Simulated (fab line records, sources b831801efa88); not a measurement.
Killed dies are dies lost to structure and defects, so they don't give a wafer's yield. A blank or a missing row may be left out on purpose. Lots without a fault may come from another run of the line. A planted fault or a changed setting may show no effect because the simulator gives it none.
Chamber matching | flow sky130 | SKY_VIA1_CMP_24 on cmp-02: 4 sister chambers
The step polishes, stops on SiO2, t overpolish 15 s, target thk 0 nm. 8 wafers are shown with their chamber, then 7 later ones without.

WAFERS WITH THEIR CHAMBER
wafer  | chamber | motor_current_A (A) | time_to_endpoint_s (s)
L674.6 | 2       | 12.5                | 65.7
L676.2 | 3       | 11.4                | 65.5
L676.6 | 0       | 13.1                | 65.6
L677.1 | 1       | 10.0                | 69.1
L677.4 | 0       | 12.7                | 65.4
L677.5 | 3       | 11.2                | 68.6
L682.1 | 2       | 11.9                | 64.9
L682.2 | 1       | 10.7                | 69.4

WAFERS WITHOUT THEIR CHAMBER
wafer  | motor_current_A (A) | time_to_endpoint_s (s)
L682.6 | 12.9                | 64.8
L683.3 | 12.7                | 62.4
L683.4 | 12.1                | 65.6
L683.6 | 11.1                | 61.3
L684.2 | 11.7                | 58.9
L684.3 | 11.2                | 59.6
L684.5 | 11.7                | 61.6

WHICH CHAMBER EACH WENT THROUGH
wafer  | from the rows above          | in truth
L682.6 | can't be placed: 0 or 2      | 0
L683.3 | can't be placed: 0 or 2      | 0
L683.4 | can't be placed: 2 or 0      | 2
L683.6 | can't be placed: 2 or 3 or 0 | 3
L684.2 | can't be placed: 2 or 0 or 3 | 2
L684.3 | can't be placed: 2 or 3 or 0 | 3
L684.5 | can't be placed: 2 or 0 or 3 | 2
Placed correctly: 0 of 7. Can't be placed from these rows: 7 (the true chamber is among the candidates in 7). Placed wrongly: 0.
How it was worked out, from the rows above alone: a wafer's distance from a chamber is the root of the sum, over the readings, of the square of ((its reading less the chamber's mean) divided by the reading's scatter). The wafer belongs to the nearest chamber; if the next one is less than 2 further off, it can't be placed. A chamber's mean is the mean of its shown wafers. The scatter: the root of (the sum of the squares of (reading less its chamber's mean) over the shown wafers, divided by (wafers less chambers)).
